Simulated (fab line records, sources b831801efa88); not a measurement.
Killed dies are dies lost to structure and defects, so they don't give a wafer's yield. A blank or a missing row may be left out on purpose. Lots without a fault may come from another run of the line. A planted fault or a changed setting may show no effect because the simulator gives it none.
Chamber matching | flow sky130 | SKY_VIA3_CMP_02 on cmp-02: 4 sister chambers
The step polishes SiO2. 22 wafers are shown with their chamber, then 11 later ones without.

WAFERS WITH THEIR CHAMBER
wafer  | chamber | motor_current_A (A)
L076.3 | 1       | 11.8
L076.4 | 3       | 11.7
L076.6 | 2       | 13.9
L077.1 | 0       | 12.0
L077.4 | 2       | 13.4
L077.5 | 3       | 11.8
L075.1 | 0       | 12.2
L075.2 | 3       | 11.8
L075.4 | 1       | 11.7
L078.2 | 3       | 12.5
L078.5 | 3       | 11.7
L078.6 | 0       | 11.4
L084.1 | 0       | 12.6
L084.2 | 1       | 11.7
L084.6 | 2       | 12.7
L087.3 | 3       | 11.9
L087.4 | 1       | 11.9
L087.6 | 2       | 13.6
L088.1 | 1       | 11.8
L088.4 | 3       | 11.8
L088.6 | 0       | 11.9
L089.1 | 0       | 12.2

SIGNATURES (means of the wafers above)
reading         | chamber 0 | chamber 1 | chamber 2 | chamber 3 | scatter within a chamber
motor_current_A | 12.050    | 11.780    | 13.400    | 11.886    | 0.339
Rule: a wafer's distance from a chamber is the root of the sum, over the readings, of the square of ((its reading less the chamber's mean) divided by the reading's scatter). The wafer belongs to the nearest chamber; if the next one is less than 2 further off, it can't be placed. The scatter: the root of (the sum of the squares of (reading less its chamber's mean) over the shown wafers, divided by (wafers less chambers)).

WAFERS WITHOUT THEIR CHAMBER
wafer  | motor_current_A (A)
L089.5 | 11.9
L089.6 | 13.3
L093.2 | 11.8
L093.5 | 12.0
L093.6 | 12.3
L094.1 | 12.1
L094.2 | 14.1
L094.6 | 11.1
L096.2 | 12.1
L096.5 | 11.9
L096.6 | 11.9

WHICH CHAMBER EACH WENT THROUGH
wafer  | from the rows above          | in truth
L089.5 | can't be placed: 3 or 1 or 0 | 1
L089.6 | 2                            | 2
L093.2 | can't be placed: 1 or 3 or 0 | 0
L093.5 | can't be placed: 0 or 3 or 1 | 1
L093.6 | can't be placed: 0 or 3 or 1 | 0
L094.1 | can't be placed: 0 or 3 or 1 | 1
L094.2 | 2                            | 2
L094.6 | can't be placed: 1 or 3 or 0 | 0
L096.2 | can't be placed: 0 or 3 or 1 | 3
L096.5 | can't be placed: 3 or 1 or 0 | 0
L096.6 | can't be placed: 3 or 1 or 0 | 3
Placed correctly: 2 of 11. Can't be placed from these rows: 9 (the true chamber is among the candidates in 9). Placed wrongly: 0.
